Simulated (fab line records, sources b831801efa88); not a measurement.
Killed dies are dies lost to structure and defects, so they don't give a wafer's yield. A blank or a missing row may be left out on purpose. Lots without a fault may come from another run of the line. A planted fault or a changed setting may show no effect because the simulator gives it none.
fab line records | flow sky130
record lots=6 wafers=18 last_day=50
route steps=708 shown SD_P@327 RES_XHIGH@332 SD_N@342 SALICIDE@361 LI_CONTACT@362 PAD_OPEN@708
lots that met no fault: from a run of the same line without faults
start_h: hours from the record's first day to the start of the lot's first wafer shown | wait_h: hours since the lot's step before | " the same as in the row above | L1.1+2: a row that stands for several wafers | - no value, or no start given | * or withheld: withheld | < > ~ a bound
route shown NAME@n: a module of which the file shows steps, and the number in the route of the first | usual: mean/standard deviation of fault-free wafers | same: alike in all rows | chamber/n: place in a boat | sites: the reading at each site | _std_site: their standard deviation | _edge_site: outer sites' mean less inner sites' | radius_mm: how far each site lies from the wafer's centre | mask NAME#n: copy n | behind: the tool/chamber that last shaped the wafer | hold: why the lot was held/for how many hours/how that ended | device: the transistor (n, p or np) that didn't switch | end of line: the same wafers' tests at the end of the route | a step without rows: its recipe alone | killed: dies lost to structure and defects at the first sort, not the wafer's yield | map: a wafer's dies, x killed, . not, _ none there
set.NAME: the setting as run; set.NAME@STEP: as run at that earlier step | model.NAME: the simulator's own value behind a step, which no gauge read
lots at some steps of the route; a table a step, a row a wafer
services: from which hour (start_h, from the record's first day; less than 0 if before it) a tool's chamber was out of use, for how many hours, and why
## steps
# step SKY_SD_P_CD_MEAS_07
# recipe target_cd_nm=380
# usual cd_nm=379.8/3
# columns lot.wafer tool chamber start_h wait_h cd_nm
L395.4 cd_sem-02 - 575.79 0.1 375.1
L395.5 " - " " 374.2
L395.6 " - " " 377.8
L399.1 cd_sem-01 - 622.67 0.1 378.0
L399.4 " - " " 376.6
L399.6 " - " " 376.8
L401.1 cd_sem-01 - 636.68 0.1 378.3
L401.4 " - " " 379.1
L401.5 " - " " 378.6
L405.1 cd_sem-01 - 678.31 0.1 381.4
L405.3 " - " " 380.7
L405.5 " - " " 381.0
L407.1 cd_sem-02 - 690.97 0.1 386.5
L407.4 " - " " 384.1
L407.5 " - " " 385.8
L415.2 cd_sem-01 - 751.49 0.1 374.3
L415.4 " - " " 375.4
L415.5 " - " " 374.4
# step SKY_SD_P_OVL_MEAS_08
# usual SD_P_OVL=0.3/1.3
# columns lot.wafer tool chamber start_h wait_h SD_P_OVL[nm]
L395.4 overlay-02 - 575.87 0.1 2.3
L395.5 " - " " 0.7
L395.6 " - " " -1.4
L399.1 overlay-01 - 622.79 0.1 -0.4
L399.4 " - " " -0.3
L399.6 " - " " 0.7
L401.1 overlay-01 - 636.80 0.1 2.2
L401.4 " - " " 0.7
L401.5 " - " " 1.0
L405.1 overlay-01 - 678.43 0.1 0.7
L405.3 " - " " 0.2
L405.5 " - " " 0.0
L407.1 overlay-02 - 691.09 0.1 0.0
L407.4 " - " " -0.8
L407.5 " - " " 0.0
L415.2 overlay-02 - 751.60 0.1 1.5
L415.4 " - " " 0.0
L415.5 " - " " 1.6
# step SKY_SD_P_IMPLANT_09
# recipe species=BF2 energy_kev=20 dose_cm2=3e+15 tilt_deg=0
# step SKY_SD_P_STRIP_10
# recipe chemistry=O2/N2 power_w=1400 pressure_mtorr=1500 platen_temp_c=withheld o2_flow_sccm=3000 n2_flow_sccm=300 overash_fraction=0.5
# usual drypump_motor_current_A=5.5/0.36 oes_product_au=0.617/0.0044 strip_time_to_endpoint_s=17.49/0.037
# columns lot.wafer tool chamber start_h wait_h drypump_motor_current_A oes_product_au rf_hours_counter_h strip_time_to_endpoint_s
L395.4 plasma_asher-01 0 576.07 0.1 6.0 0.620 - 17.53
L395.5 " 1 " " 5.9 0.619 - 17.58
L395.6 " 0 " " 6.0 0.617 - 17.56
L399.1 plasma_asher-04 1 622.98 0.1 4.9 0.614 80 17.54
L399.4 " 1 " " 4.9 0.623 - 17.57
L399.6 " 1 " " 4.9 0.613 - 17.54
L401.1 plasma_asher-01 1 636.99 0.1 5.9 0.620 51 17.47
L401.4 " 1 " " 5.9 0.618 - 17.48
L401.5 " 0 " " 6.1 0.613 - 17.54
L405.1 plasma_asher-03 1 678.61 0.1 5.6 0.620 23 17.55
L405.3 " 1 " " 5.6 0.610 - 17.53
L405.5 " 1 " " 5.6 0.605 - 17.51
L407.1 plasma_asher-03 1 691.28 0.1 5.6 0.619 25 17.45
L407.4 " 1 " " 5.6 0.619 - 17.47
L407.5 " 1 " " 5.6 0.626 - 17.49
L415.2 plasma_asher-01 0 751.78 0.1 6.1 0.625 62 17.52
L415.4 " 0 " " 6.1 0.626 - 17.49
L415.5 " 0 " " 6.1 0.612 - 17.47
# step SKY_SD_P_TW_MEAS_11
# usual SD_P_TW=2811/13
# columns lot.wafer tool chamber start_h wait_h SD_P_TW
L395.4 film_metro-03 - 576.17 0.1 2829
L395.5 " - " " 2805
L395.6 " - " " 2833
L399.1 film_metro-04 - 623.08 0.1 2817
L399.4 " - " " 2824
L399.6 " - " " 2811
L401.1 film_metro-03 - 637.09 0.1 2810
L401.4 " - " " 2804
L401.5 " - " " 2812
L405.1 film_metro-03 - 678.71 0.1 2816
L405.3 " - " " 2808
L405.5 " - " " 2829
L407.1 film_metro-03 - 691.38 0.1 2797
L407.4 " - " " 2801
L407.5 " - " " 2814
L415.2 film_metro-04 - 751.89 0.1 2805
L415.4 " - " " 2796
L415.5 " - " " 2804
# step SKY_RES_XHIGH_DEHYDRATE_00
# recipe temp_c=200 time_s=60
# step SKY_RES_XHIGH_HMDS_01
# recipe prime_time_s=60 prime_temp_c=120
# step SKY_RES_XHIGH_COAT_02
# recipe resist=NOVOLAK spin_rpm=3000 resist_thk_nm=1140
# step SKY_RES_XHIGH_SOFTBAKE_03
# recipe temp_c=90 time_s=60 resist=NOVOLAK
# step SKY_RES_XHIGH_EXPOSE_04
# recipe mask_id=URPM na=0.6 source_shape=conventional sigma_outer=0.6 polarization=unpolarized target_cd_nm=1270 dose_mj=140
# step SKY_RES_XHIGH_PEB_05
# recipe temp_c=withheld time_s=* resist=NOVOLAK
# step SKY_RES_XHIGH_DEVELOP_06
# recipe resist=NOVOLAK developer=TMAH develop_time_s=60 dev_temp_c=23
# step SKY_RES_XHIGH_IMPLANT_07
# recipe species=BF2 energy_kev=20 dose_cm2=3.6e+14 tilt_deg=0
# columns lot.wafer tool chamber start_h wait_h
L395.4+5+6 implanter-01 0 605.96 0.1
L399.1+4+6 implanter-01 0 651.61 0.1
L401.1+4+5 implanter-04 0 665.48 0.1
L405.1+3+5 implanter-03 0 706.61 0.1
L407.1+4+5 implanter-03 0 719.08 0.1
L415.2+4+5 implanter-03 0 779.21 0.1
# step SKY_RES_XHIGH_STRIP_08
# recipe chemistry=O2/N2 power_w=1400 pressure_mtorr=1500 platen_temp_c=withheld o2_flow_sccm=3000 n2_flow_sccm=300 overash_fraction=0.5
# usual drypump_motor_current_A=5.56/0.27 oes_product_au=0.711/0.0038 strip_time_to_endpoint_s=14.27/0.034
# columns lot.wafer tool chamber start_h wait_h drypump_motor_current_A oes_product_au rf_hours_counter_h strip_time_to_endpoint_s
L395.4 plasma_asher-02 0 606.06 0.1 5.31 0.713 - 14.26
L395.5 " 0 " " 5.30 0.703 - 14.29
L395.6 " 1 " " 5.35 0.712 - 14.26
L399.1 plasma_asher-02 0 651.76 0.1 5.32 0.708 96 14.28
L399.4 " 1 " " 5.37 0.714 - 14.27
L399.6 " 0 " " 5.30 0.714 - 14.23
L401.1 plasma_asher-02 0 665.63 0.1 5.30 0.715 98 14.31
L401.4 " 0 " " 5.29 0.713 - 14.30
L401.5 " 0 " " 5.30 0.717 - 14.34
L405.1 plasma_asher-01 0 706.76 0.1 6.04 0.709 58 14.23
L405.3 " 0 " " 6.06 0.708 - 14.27
L405.5 " 1 " " 5.87 0.711 - 14.21
L407.1 plasma_asher-02 0 719.23 0.1 5.32 0.710 103 14.27
L407.4 " 1 " " 5.35 0.711 - 14.36
L407.5 " 1 " " 5.35 0.714 - 14.28
L415.2 plasma_asher-03 0 779.34 0.1 5.36 0.702 34 14.28
L415.4 " 1 " " 5.57 0.711 - 14.26
L415.5 " 0 " " 5.35 0.717 - 14.28
# step SKY_RES_XHIGH_TW_MEAS_09
# usual RES_XHIGH_TW=1632/6.3
# columns lot.wafer tool chamber start_h wait_h RES_XHIGH_TW
L395.4 film_metro-01 - 606.16 0.1 1618
L395.5 " - " " 1626
L395.6 " - " " 1626
L399.1 film_metro-04 - 651.86 0.1 1622
L399.4 " - " " 1626
L399.6 " - " " 1620
L401.1 film_metro-01 - 665.73 0.1 1636
L401.4 " - " " 1632
L401.5 " - " " 1642
L405.1 film_metro-04 - 706.86 0.1 1630
L405.3 " - " " 1629
L405.5 " - " " 1630
L407.1 film_metro-03 - 719.33 0.1 1637
L407.4 " - " " 1639
L407.5 " - " " 1637
L415.2 film_metro-03 - 779.45 0.1 1639
L415.4 " - " " 1632
L415.5 " - " " 1639
# step SKY_SD_N_DEHYDRATE_00
# recipe temp_c=200 time_s=60
# step SKY_SD_N_HMDS_01
# recipe prime_time_s=60 prime_temp_c=120
# step SKY_SD_N_COAT_02
# recipe resist=NOVOLAK spin_rpm=3000 resist_thk_nm=1140
# step SKY_SD_N_SOFTBAKE_03
# recipe temp_c=90 time_s=60 resist=NOVOLAK
# step SKY_SD_N_EXPOSE_04
# recipe mask_id=NSDM na=0.6 source_shape=conventional sigma_outer=0.6 polarization=unpolarized target_cd_nm=380 dose_mj=141
# step SKY_SD_N_PEB_05
# recipe temp_c=withheld time_s=* resist=NOVOLAK
# step SKY_SD_N_DEVELOP_06
# recipe resist=NOVOLAK developer=TMAH develop_time_s=60 dev_temp_c=23
# step SKY_SD_N_CD_MEAS_07
# recipe target_cd_nm=380
# usual cd_nm=379.4/2.6
# columns lot.wafer tool chamber start_h wait_h cd_nm
L395.4 cd_sem-02 - 634.44 0.1 384.7
L395.5 " - " " 386.8
L395.6 " - " " 383.1
L399.1 cd_sem-01 - 679.93 0.1 382.8
L399.4 " - " " 381.2
L399.6 " - " " 378.1
L401.1 cd_sem-01 - 693.77 0.1 378.4
L401.4 " - " " 378.6
L401.5 " - " " 377.6
L405.1 cd_sem-01 - 734.98 0.2 377.3
L405.3 " - " " 378.2
L405.5 " - " " 378.6
L407.1 cd_sem-01 - 746.74 0.1 381.1
L407.4 " - " " 383.1
L407.5 " - " " 381.3
L415.2 cd_sem-01 - 806.46 0.1 382.6
L415.4 " - " " 380.5
L415.5 " - " " 380.9
# step SKY_SD_N_OVL_MEAS_08
# usual SD_N_OVL=-1.1/1.2
# columns lot.wafer tool chamber start_h wait_h SD_N_OVL[nm]
L395.4 overlay-01 - 634.52 0.1 -0.7
L395.5 " - " " -0.1
L395.6 " - " " -2.5
L399.1 overlay-01 - 680.05 0.1 0.1
L399.4 " - " " 1.1
L399.6 " - " " 1.2
L401.1 overlay-02 - 693.89 0.1 -2.4
L401.4 " - " " -1.1
L401.5 " - " " -1.4
L405.1 overlay-01 - 735.10 0.1 -1.8
L405.3 " - " " -1.3
L405.5 " - " " -2.4
L407.1 overlay-02 - 746.86 0.1 0.2
L407.4 " - " " 0.7
L407.5 " - " " 0.5
L415.2 overlay-02 - 806.56 0.1 0.7
L415.4 " - " " -0.4
L415.5 " - " " 0.5
# step SKY_SD_N_IMPLANT_09
# recipe species=As energy_kev=50 dose_cm2=4e+15 tilt_deg=0
# step SKY_SD_N_IMPLANT_10
# recipe species=P energy_kev=20 dose_cm2=1e+14 tilt_deg=0
# step SKY_SD_N_STRIP_11
# recipe chemistry=O2/N2 power_w=1400 pressure_mtorr=1500 platen_temp_c=withheld o2_flow_sccm=3000 n2_flow_sccm=300 overash_fraction=0.5
# usual drypump_motor_current_A=5.31/0.21 oes_product_au=0.527/0.0046 strip_time_to_endpoint_s=22.56/0.045
# columns lot.wafer tool chamber start_h wait_h drypump_motor_current_A oes_product_au rf_hours_counter_h strip_time_to_endpoint_s
L395.4 plasma_asher-04 0 634.87 0.1 5.45 0.527 - 22.58
L395.5 " 1 " " 4.94 0.532 - 22.57
L395.6 " 0 " " 5.45 0.524 - 22.58
L399.1 plasma_asher-04 1 680.39 0.1 4.92 0.528 86 22.57
L399.4 " 1 " " 4.95 0.528 - 22.53
L399.6 " 1 " " 4.96 0.533 - 22.58
L401.1 plasma_asher-02 1 694.23 0.1 5.39 0.531 100 22.51
L401.4 " 1 " " 5.37 0.529 - 22.57
L401.5 " 1 " " 5.39 0.526 - 22.57
L405.1 plasma_asher-04 0 735.43 0.1 5.45 0.526 91 22.62
L405.3 " 0 " " 5.46 0.526 - 22.63
L405.5 " 0 " " 5.46 0.533 - 22.58
L407.1 plasma_asher-03 1 747.20 0.1 5.58 0.529 30 22.58
L407.4 " 1 " " 5.58 0.529 - 22.59
L407.5 " 1 " " 5.58 0.530 - 22.63
L415.2 plasma_asher-02 1 806.89 0.1 5.37 0.526 7 22.53
L415.4 " 0 " " 5.30 0.530 - 22.58
L415.5 " 0 " " 5.29 0.528 - 22.54
# step SKY_SD_N_TW_MEAS_12
# usual SD_N_TW=3964/18
# columns lot.wafer tool chamber start_h wait_h SD_N_TW
L395.4 film_metro-01 - 634.97 0.1 3970
L395.5 " - " " 3979
L395.6 " - " " 3978
L399.1 film_metro-01 - 680.49 0.1 3958
L399.4 " - " " 3963
L399.6 " - " " 3964
L401.1 film_metro-01 - 694.33 0.1 3953
L401.4 " - " " 3970
L401.5 " - " " 3962
L405.1 film_metro-01 - 735.53 0.1 3969
L405.3 " - " " 3961
L405.5 " - " " 3977
L407.1 film_metro-01 - 747.30 0.1 3971
L407.4 " - " " 3981
L407.5 " - " " 3951
L415.2 film_metro-04 - 807.00 0.1 3948
L415.4 " - " " 3963
L415.5 " - " " 3952
# step SKY_SD_N_CLEAN_13
# recipe chemistry=SC1/SC2 mix=1:4:20 temp_c=70 time_s=150 dry=n2_spin
# step SKY_SD_N_RTA_14
# recipe temp_c=1075 time_s=2 idle_temp_c=650 ramp_up_c_per_s=150 ramp_down_c_per_s=90 ambient=N2
# usual lamp_power_pct=15.74/0.053 wafer_temp_C_max=1078.0/1.3
# columns lot.wafer tool chamber start_h wait_h lamp_power_pct wafer_temp_C_max
L395.4 rtp_anneal-02 0 635.07 0.0 15.65 1078.3
L395.5 " 0 " " 15.72 1078.7
L395.6 " 0 " " 15.81 1079.2
L399.1 rtp_anneal-02 0 680.60 0.0 15.76 1078.2
L399.4 " 0 " " 15.83 1077.5
L399.6 " 0 " " 15.82 1077.8
L401.1 rtp_anneal-02 0 694.44 0.0 15.83 1076.3
L401.4 " 0 " " 15.66 1077.6
L401.5 " 0 " " 15.68 1077.6
L405.1 rtp_anneal-02 0 735.64 0.0 15.85 1079.3
L405.3 " 0 " " 15.76 1077.5
L405.5 " 0 " " 15.62 1080.1
L407.1 rtp_anneal-02 0 747.41 0.0 15.77 1075.5
L407.4 " 0 " " 15.79 1077.8
L407.5 " 0 " " 15.75 1078.2
L415.2 rtp_anneal-02 0 807.11 0.0 15.71 1077.6
L415.4 " 0 " " 15.74 1077.4
L415.5 " 0 " " 15.74 1077.2
# step SKY_SD_N_RS_MEAS_16
# recipe thk_meas_gauge=four-point-probe
# usual SD_N_RS=68.48/0.098
# columns lot.wafer tool chamber start_h wait_h SD_N_RS[ohm/sq]
L395.4 film_metro-04 - 635.28 0.1 68.53
L395.5 " - " " 68.51
L395.6 " - " " 68.24
L399.1 film_metro-01 - 680.77 0.1 68.54
L399.4 " - " " 68.44
L399.6 " - " " 68.52
L401.1 film_metro-03 - 694.62 0.1 68.40
L401.4 " - " " 68.51
L401.5 " - " " 68.49
L405.1 film_metro-01 - 735.87 0.1 68.51
L405.3 " - " " 68.44
L405.5 " - " " 68.51
L407.1 film_metro-01 - 747.64 0.1 68.32
L407.4 " - " " 68.30
L407.5 " - " " 68.33
L415.2 film_metro-03 - 807.30 0.1 68.66
L415.4 " - " " 68.58
L415.5 " - " " 68.61
# step SKY_SD_N_RS_MEAS_17
# recipe thk_meas_gauge=four-point-probe
# usual SD_P_RS=146.9/0.34
# columns lot.wafer tool chamber start_h wait_h SD_P_RS[ohm/sq]
L395.4 film_metro-04 - 635.40 0.1 146.8
L395.5 " - " " 146.9
L395.6 " - " " 146.9
L399.1 film_metro-01 - 680.89 0.1 146.9
L399.4 " - " " 147.0
L399.6 " - " " 147.1
L401.1 film_metro-03 - 694.74 0.1 146.9
L401.4 " - " " 146.5
L401.5 " - " " 146.7
L405.1 film_metro-01 - 735.99 0.1 147.2
L405.3 " - " " 146.8
L405.5 " - " " 147.5
L407.1 film_metro-01 - 747.76 0.1 146.8
L407.4 " - " " 146.7
L407.5 " - " " 146.6
L415.2 film_metro-03 - 807.42 0.1 147.1
L415.4 " - " " 147.4
L415.5 " - " " 147.0
# step SKY_SD_N_RS_MEAS_18
# recipe thk_meas_gauge=four-point-probe
# usual RES_XHIGH_RS=333.4/1.1
# columns lot.wafer tool chamber start_h wait_h RES_XHIGH_RS[ohm/sq]
L395.4 film_metro-04 - 635.52 0.1 333.9
L395.5 " - " " 334.7
L395.6 " - " " 334.1
L399.1 film_metro-01 - 681.01 0.1 332.8
L399.4 " - " " 333.4
L399.6 " - " " 335.0
L401.1 film_metro-03 - 694.86 0.1 333.7
L401.4 " - " " 333.6
L401.5 " - " " 333.2
L405.1 film_metro-01 - 736.11 0.1 334.1
L405.3 " - " " 334.9
L405.5 " - " " 334.4
L407.1 film_metro-01 - 747.88 0.1 333.3
L407.4 " - " " 334.2
L407.5 " - " " 333.3
L415.2 film_metro-03 - 807.54 0.1 331.3
L415.4 " - " " 330.3
L415.5 " - " " 330.9
# step SKY_SALICIDE_CLEAN_00
# recipe chemistry=HF-last time_s=30 dilution=100:1 dry=ipa_marangoni
# step SKY_LI_CONTACT_HDPCVD_00
# recipe material=PSG target_thk_nm=930 sigma_open_frac=0.3 time_s=155 temp_c=600 sih4_flow_sccm=60 pressure_mtorr=6
# step SKY_LI_CONTACT_THK_MEAS_01
# recipe reads=PSG_of_LI_CONTACT_HDPCVD_00
# usual LI_CONTACT_HDPCVD_THK=925/7.8
# columns lot.wafer tool chamber start_h wait_h LI_CONTACT_HDPCVD_THK[nm]
L395.4 film_metro-03 - 635.73 0.0 928
L395.5 " - " " 918
L395.6 " - " " 926
L399.1 film_metro-01 - 681.25 0.1 918
L399.4 " - " " 915
L399.6 " - " " 927
L401.1 film_metro-01 - 695.10 0.1 929
L401.4 " - " " 931
L401.5 " - " " 928
L405.1 film_metro-03 - 736.35 0.1 918
L405.3 " - " " 922
L405.5 " - " " 917
L407.1 film_metro-04 - 748.12 0.1 926
L407.4 " - " " 940
L407.5 " - " " 937
L415.2 film_metro-01 - 807.77 0.1 910
L415.4 " - " " 916
L415.5 " - " " 915
# step SKY_LI_CONTACT_CMP_02
# recipe material=PSG down_force_psi=4 platen_rpm=60 pad_velocity_m_s=0.94248
# usual edge_zone_pressure_frac=1.000/0.005 motor_current_A=12.2/0.94 time_to_endpoint_s=32.6/2.4
# columns lot.wafer tool chamber start_h wait_h edge_zone_pressure_frac motor_current_A time_to_endpoint_s
L395.4 cmp-01 0 635.86 0.1 1.001 11.9 31.4
L395.6 " 2 " " 0.998 10.6 34.2
L395.5 " 3 " " 0.999 12.7 33.6
L399.1 cmp-01 2 681.31 0.1 0.999 11.3 35.0
L399.4 " 1 " " 1.008 13.3 33.7
L399.6 " 2 " " 1.007 11.2 37.5
L401.4 cmp-02 3 695.26 0.1 1.003 12.9 31.6
L401.1 " 0 " " 1.003 10.8 32.8
L401.5 " 1 " " 1.005 13.0 31.3
L405.3 cmp-01 0 736.41 0.0 1.009 11.1 33.7
L405.1 " 2 " " 1.000 10.5 37.3
L405.5 " 1 " " 1.002 13.1 34.6
L407.4 cmp-02 0 748.28 0.1 1.002 10.1 34.9
L407.1 " 1 " " 0.994 12.8 32.5
L407.5 " 2 " " 0.996 12.4 33.6
L415.4 cmp-02 0 807.87 0.1 0.992 10.6 31.0
L415.2 " 1 " " 1.007 12.7 28.0
L415.5 " 3 " " 1.002 12.4 29.2
# step SKY_LI_CONTACT_BOW_MEAS_03
# recipe mode=bow
# usual LI_CONTACT_BOW=55/6.3
# columns lot.wafer tool chamber start_h wait_h LI_CONTACT_BOW[um]
L395.4 film_metro-01 - 636.12 0.2 60
L395.5 " - " " 50
L395.6 " - " " 61
L399.1 film_metro-04 - 681.61 0.2 60
L399.4 " - " " 60
L399.6 " - " " 61
L401.1 film_metro-04 - 695.46 0.1 62
L401.4 " - " " 53
L401.5 " - " " 55
L405.1 film_metro-04 - 736.71 0.1 55
L405.3 " - " " 56
L405.5 " - " " 51
L407.1 film_metro-01 - 748.48 0.1 49
L407.4 " - " " 54
L407.5 " - " " 51
L415.2 film_metro-04 - 808.14 0.2 56
L415.4 " - " " 40
L415.5 " - " " 55
# step SKY_LI_CONTACT_DEHYDRATE_04
# recipe temp_c=200 time_s=60
# step SKY_LI_CONTACT_HMDS_05
# recipe prime_time_s=60 prime_temp_c=120
# step SKY_LI_CONTACT_COAT_06
# recipe resist=BARC temp_c=withheld time_s=withheld spin_rpm=3000 resist_thk_nm=60
# step SKY_PAD_OPEN_PROBE_99
# usual killed_at_M0_to_M3=43/7.2 killed_at_M4_up=3.0/1.7 killed_at_contacts=24/5.3 killed_at_front_end=15/4.6 killed_at_other=0.3/0.5 killed_dies=85/10 killed_open=46/7.2 killed_short=39/6.4
# same gross_dies=492 killed_at_back_side=0
# columns lot.wafer tool chamber start_h wait_h killed_at_M0_to_M3 killed_at_M4_up killed_at_contacts killed_at_front_end killed_at_other killed_dies killed_open killed_short model.etest.res_xhigh_po.rs_ohm_sq_rim_less_centre
L395.4 prober-02 - 1068.15 0.2 43 2 23 21 0 89 51 38 118.1
L395.5 prober-02 - 1068.20 0.2 50 3 26 12 0 91 44 47 96.23
L395.6 prober-02 - 1068.25 0.2 27 3 29 10 2 71 38 33 96.13
L399.1 prober-02 - 1104.58 0.1 35 1 24 17 0 77 42 35 3.191
L399.4 prober-02 - 1104.73 0.2 49 4 32 22 0 107 51 56 6.006
L399.6 prober-02 - 1104.83 0.2 38 3 24 20 0 85 42 43 16.26
L401.1 prober-02 - 1109.74 0.1 34 2 27 20 1 84 53 31 2.499
L401.4 prober-02 - 1109.89 0.2 37 3 34 18 0 92 51 41 -4.664
L401.5 prober-02 - 1109.94 0.2 37 6 31 14 1 89 48 41 -1.722
L405.1 prober-02 - 1139.85 0.1 31 3 24 14 2 74 41 33 -102
L405.3 prober-02 - 1139.95 0.2 41 4 15 17 0 77 41 36 -103.2
L405.5 prober-02 - 1140.05 0.2 37 1 23 16 0 77 50 27 -116.8
L407.1 prober-02 - 1147.21 0.1 38 1 27 15 0 81 43 38 -142.2
L407.4 prober-02 - 1147.36 0.2 42 5 30 11 0 88 57 31 -129.6
L407.5 prober-02 - 1147.41 0.2 47 1 33 17 1 99 55 44 -138.6
L415.2 prober-02 - 1188.35 0.1 40 2 20 16 0 78 48 30 95.28
L415.4 prober-02 - 1188.45 0.2 53 2 21 9 0 85 47 38 96.91
L415.5 prober-02 - 1188.50 0.2 51 1 23 18 0 93 54 39 96.24
# killed by level:class
L395.4 CONTACT:geometric_particle:open=10 VIA1:geometric_particle:open=8 VIA2:geometric_particle:open=8 LI_CONTACT:geometric_particle:open=7 METAL1:geometric_particle:short=7 FIELD_ISO:geometric_particle:short=6 FIELD_ISO:geometric_particle:open=6 VIA1:geometric_particle:short=6
L395.5 VIA1:geometric_particle:open=13 METAL2:geometric_particle:short=12 CONTACT:geometric_particle:open=9 LI_CONTACT:geometric_particle:open=6 LOCAL_INTERCONNECT:geometric_particle:short=6 VIA2:geometric_particle:open=6 POLY_GATE:geometric_particle:short=4 VIA1:geometric_particle:short=4
L395.6 CONTACT:geometric_particle:open=10 VIA1:geometric_particle:open=8 CONTACT:geometric_particle:short=7 LI_CONTACT:geometric_particle:open=7 POLY_GATE:geometric_particle:short=4 LOCAL_INTERCONNECT:geometric_particle:short=4 VIA3:geometric_particle:short=4 VIA1:geometric_particle:short=3
L399.1 VIA1:geometric_particle:open=9 CONTACT:geometric_particle:open=8 VIA3:geometric_particle:open=6 LI_CONTACT:geometric_particle:open=6 POLY_GATE:geometric_particle:short=5 CONTACT:geometric_particle:short=5 METAL1:geometric_particle:short=5 FIELD_ISO:geometric_particle:open=4
L399.4 VIA1:geometric_particle:open=15 CONTACT:geometric_particle:open=11 CONTACT:geometric_particle:short=9 POLY_GATE:geometric_particle:short=8 POLY_GATE:geometric_particle:open=7 METAL1:geometric_particle:short=7 METAL2:geometric_particle:short=7 LI_CONTACT:geometric_particle:open=5
L399.6 CONTACT:geometric_particle:open=11 VIA1:geometric_particle:open=7 POLY_GATE:geometric_particle:open=6 CONTACT:geometric_particle:short=6 METAL1:geometric_particle:short=6 FIELD_ISO:geometric_particle:short=5 LI_CONTACT:geometric_particle:open=5 METAL2:geometric_particle:short=5
L401.1 CONTACT:geometric_particle:open=15 VIA1:geometric_particle:open=8 LI_CONTACT:geometric_particle:open=6 VIA3:geometric_particle:open=6 FIELD_ISO:geometric_particle:open=4 POLY_GATE:geometric_particle:open=4 POLY_GATE:geometric_particle:short=4 VIA2:geometric_particle:open=4
L401.4 CONTACT:geometric_particle:short=13 CONTACT:geometric_particle:open=13 VIA1:geometric_particle:open=8 VIA2:geometric_particle:open=8 METAL1:geometric_particle:short=7 VIA3:geometric_particle:open=6 POLY_GATE:geometric_particle:short=5 POLY_GATE:geometric_particle:open=5
L401.5 CONTACT:geometric_particle:open=12 LI_CONTACT:geometric_particle:open=11 VIA1:geometric_particle:open=11 FIELD_ISO:geometric_particle:short=6 VIA1:geometric_particle:short=6 METAL2:geometric_particle:short=6 VIA2:geometric_particle:open=5 METAL4:geometric_particle:short=4
L405.1 CONTACT:geometric_particle:open=8 LI_CONTACT:geometric_particle:open=7 VIA1:geometric_particle:open=7 VIA3:geometric_particle:open=5 VIA3:geometric_particle:short=5 FIELD_ISO:geometric_particle:open=3 METAL1:geometric_particle:short=3 POLY_GATE:geometric_particle:short=3
L405.3 VIA1:geometric_particle:open=9 VIA2:geometric_particle:open=8 CONTACT:geometric_particle:open=6 VIA1:geometric_particle:short=5 LI_CONTACT:geometric_particle:open=5 METAL3:geometric_particle:short=5 FIELD_ISO:geometric_particle:short=4 FIELD_ISO:geometric_particle:open=4
L405.5 CONTACT:geometric_particle:open=13 VIA1:geometric_particle:open=7 VIA2:geometric_particle:open=7 POLY_GATE:geometric_particle:open=5 VIA3:geometric_particle:open=5 VIA3:geometric_particle:short=5 FIELD_ISO:geometric_particle:open=4 POLY_GATE:geometric_particle:short=4
L407.1 CONTACT:geometric_particle:open=15 METAL1:geometric_particle:short=8 VIA1:geometric_particle:open=7 POLY_GATE:geometric_particle:short=6 VIA3:geometric_particle:open=5 CONTACT:geometric_particle:short=5 METAL2:geometric_particle:open=4 VIA2:geometric_particle:short=4
L407.4 CONTACT:geometric_particle:open=14 VIA1:geometric_particle:open=12 LI_CONTACT:geometric_particle:open=8 VIA3:geometric_particle:open=8 VIA1:geometric_particle:short=6 POLY_GATE:geometric_particle:open=4 VIA2:geometric_particle:open=4 METAL2:geometric_particle:short=4
L407.5 CONTACT:geometric_particle:open=13 VIA1:geometric_particle:open=10 CONTACT:geometric_particle:short=8 VIA2:geometric_particle:open=7 LI_CONTACT:geometric_particle:open=6 VIA2:geometric_particle:short=6 LOCAL_INTERCONNECT:geometric_particle:short=5 FIELD_ISO:geometric_particle:open=4
L415.2 VIA1:geometric_particle:open=10 CONTACT:geometric_particle:open=8 VIA3:geometric_particle:open=8 FIELD_ISO:geometric_particle:open=7 VIA1:geometric_particle:short=5 FIELD_ISO:geometric_particle:short=4 LI_CONTACT:geometric_particle:open=4 METAL2:geometric_particle:open=4
L415.4 VIA1:geometric_particle:open=10 CONTACT:geometric_particle:open=7 METAL2:geometric_particle:short=7 LI_CONTACT:geometric_particle:open=6 VIA3:geometric_particle:open=6 METAL1:geometric_particle:open=5 VIA1:geometric_particle:short=5 LI_CONTACT:geometric_particle:short=4
L415.5 VIA1:geometric_particle:open=15 CONTACT:geometric_particle:open=9 VIA3:geometric_particle:open=7 VIA1:geometric_particle:short=6 CONTACT:geometric_particle:short=6 METAL1:geometric_particle:short=6 FIELD_ISO:geometric_particle:open=5 POLY_GATE:geometric_particle:short=5
## services
# columns tool chamber start_h hours kind
cmp-02 - 562.71 1.3 repair
cmp-01 - 566.78 0.7 repair
cmp-02 - 568.51 1.4 repair
cmp-01 - 569.94 5.8 pm
cmp-01 - 575.72 4.0 pm
cmp-01 - 583.86 2.3 repair
cmp-02 - 603.51 3.1 repair
cmp-01 - 607.86 0.6 repair
cmp-02 - 608.60 3.9 pm
plasma_asher-04 - 612.72 2.8 pm
implanter-03 - 626.55 1.2 repair
implanter-03 - 629.37 0.9 repair
plasma_asher-02 - 640.70 0.9 repair
plasma_asher-01 - 672.78 3.0 repair
plasma_asher-02 - 707.89 0.5 repair
cmp-01 - 711.67 1.1 repair
plasma_asher-01 - 717.02 2.8 pm
plasma_asher-02 - 733.75 9.0 pm
plasma_asher-04 - 738.87 0.8 repair
cmp-02 - 744.11 4.0 pm
cmp-02 - 752.00 2.2 repair
plasma_asher-04 - 757.03 9.0 repair
plasma_asher-03 - 783.51 2.8 pm
plasma_asher-01 - 794.48 8.2 repair
## key
first_sign none at tools or gauges
model_effect step=SKY_PAD_OPEN_PROBE_99 value=etest.res_xhigh_po.rs_ohm_sq_rim_less_centre without=98.27 struck=-122.1
met_at SKY_RES_XHIGH_IMPLANT_07
struck_wafers L405.1,L405.3,L405.5,L407.1,L407.4,L407.5
tester_left_out L405,L407
also_fits SKY_SD_P_STRIP_10:plasma_asher-03
fault kind=process_parameter_drift tool=implanter-03 chamber=- onset_h=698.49 steps=SKY_RES_XHIGH_IMPLANT_07 channel=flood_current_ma offset=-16 shape=step end_h=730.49
# tester_left_out: of these lots the tester's yield and bins aren't shown, on N5 and GAA mostly nor the transistor test; their killed dies are dies lost to structure and defects alone, not to doping, threshold or leakage, so they don't give the yield
